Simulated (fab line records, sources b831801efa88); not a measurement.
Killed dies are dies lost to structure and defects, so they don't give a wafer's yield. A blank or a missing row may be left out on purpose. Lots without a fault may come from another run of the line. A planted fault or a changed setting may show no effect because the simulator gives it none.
Which tool did it? | flow gf180mcu | 7 lots, 21 wafers sampled, at 2 steps of a route of 602

WHAT THE GAUGES READ, wafer by wafer
GF_POLY_GATE_THK_MEAS_01.
lot  | measured     | on            | POLY_GATE_CVD_00_THK (nm)
L314 | day 8 18:01  | film_metro-03 | 199.0 198.2 197.9
L316 | day 9 03:34  | film_metro-03 | 197.5 198.4 197.9
L319 | day 10 03:24 | film_metro-03 | 198.4 198.5 198.5
L323 | day 11 12:32 | film_metro-03 | 257.1 256.5 257.2
L331 | day 13 14:00 | film_metro-03 | 200.6 200.2 199.5
L334 | day 14 14:20 | film_metro-03 | 199.3 198.8 196.9
L336 | day 15 02:23 | film_metro-03 | 199.1 200.6 201.5

WHICH TOOL RAN EACH LOT (tool, then ch and the chambers of the sampled wafers, then the start)
lot  | GF_POLY_GATE_CVD_00
L314 | lpcvd-01 ch 0, day 8 16:40
L316 | lpcvd-02 ch 1, day 9 02:14
L319 | lpcvd-02 ch 0, day 10 02:04
L323 | lpcvd-02 ch 1, day 11 11:11
L331 | lpcvd-01 ch 0, day 13 12:38
L334 | lpcvd-02 ch 0, day 14 13:00
L336 | lpcvd-01 ch 0, day 15 01:04
- GF_POLY_GATE_CVD_00: deposits poly-Si, target thk 200 nm, time 1200 s.

THE ANSWER, worked out from the rows above alone
Rule: what is usual is taken from the lots themselves. Put in order of their means at a reading, lots are off if they are a third of the lots or fewer, leave a main group of 4 or more, and stand apart from it by a gap of 3 or more times the standard deviation of the main group's means; of several such gaps the widest counts. A main group whose means are all the same, to the digits that the tables above print for the reading, isn't used. A lot without any number at a reading at which 4 lots or more have one is off too. The other lots that the step has rows for count as sound.
Off: L323, at GF_POLY_GATE_THK_MEAS_01 (POLY_GATE_CVD_00_THK). The main group: mean 198.9 nm, standard deviation 0.95.
A tool fits if, at a process step before that reading, it ran every lot that is off, and no sound lot after the first of them. The gauges at GF_POLY_GATE_THK_MEAS_01 are tried like those tools. None of those tried fits.

WHAT THE SIMULATOR HAD PUT IN
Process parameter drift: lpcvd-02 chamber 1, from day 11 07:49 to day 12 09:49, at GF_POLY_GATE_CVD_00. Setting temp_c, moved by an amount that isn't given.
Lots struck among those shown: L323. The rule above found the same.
